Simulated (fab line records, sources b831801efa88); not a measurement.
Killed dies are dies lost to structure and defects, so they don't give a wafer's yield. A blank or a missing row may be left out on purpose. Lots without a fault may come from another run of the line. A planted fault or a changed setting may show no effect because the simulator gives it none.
Which tool did it? | flow gf180mcu | 6 lots, 18 wafers sampled, at 2 steps of a route of 602

WHAT THE GAUGES READ, wafer by wafer
GF_NSD_CD_MEAS_07: target cd 400 nm.
lot  | measured     | on        | cd_nm (nm)
L907 | day 15 00:29 | cd_sem-02 | 400.9 401.0 401.2
L910 | day 16 02:28 | cd_sem-01 | 404.0 404.3 401.5
L913 | day 17 01:34 | cd_sem-02 | 400.4 397.3 396.8
L917 | day 18 11:20 | cd_sem-02 | 399.1 398.8 398.4
L919 | day 19 04:10 | cd_sem-02 | 381.4 379.4 383.1
L922 | day 20 08:31 | cd_sem-02 | 398.2 397.6 400.0

WHICH TOOL RAN EACH LOT (tool, then ch and the chambers of the sampled wafers, then the start)
lot  | GF_NSD_EXPOSE_04
L907 | iline_stepper-01 ch 0, day 14 14:30
L910 | iline_stepper-01 ch 0, day 15 16:12
L913 | iline_stepper-01 ch 0, day 16 14:19
L917 | iline_stepper-02 ch 0, day 17 23:25
L919 | iline_stepper-02 ch 0, day 18 15:56
L922 | iline_stepper-01 ch 0, day 19 20:40
- GF_NSD_EXPOSE_04: exposes mask Nplus, target cd 400 nm.

THE ANSWER, worked out from the rows above alone
Rule: what is usual is taken from the lots themselves. Put in order of their means at a reading, lots are off if they are a third of the lots or fewer, leave a main group of 4 or more, and stand apart from it by a gap of 3 or more times the standard deviation of the main group's means; of several such gaps the widest counts. A main group whose means are all the same, to the digits that the tables above print for the reading, isn't used. A lot without any number at a reading at which 4 lots or more have one is off too. The other lots that the step has rows for count as sound.
Off: L919, at GF_NSD_CD_MEAS_07 (cd_nm). The main group: mean 400.0 nm, standard deviation 1.9.
A tool fits if, at a process step before that reading, it ran every lot that is off, and no sound lot after the first of them. The gauges at GF_NSD_CD_MEAS_07 are tried like those tools. One fits: iline_stepper-02 at GF_NSD_EXPOSE_04. Its last sound lot is L917 (day 17 23:25), its first lot that is off L919 (day 18 15:56): a fault that began between those two fits.

WHAT THE SIMULATOR HAD PUT IN
Process parameter drift: iline_stepper-02, from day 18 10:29 on, at GF_NSD_EXPOSE_04. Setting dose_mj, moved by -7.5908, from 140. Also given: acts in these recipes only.
Lots struck among those shown: L919. The rule above found the same.
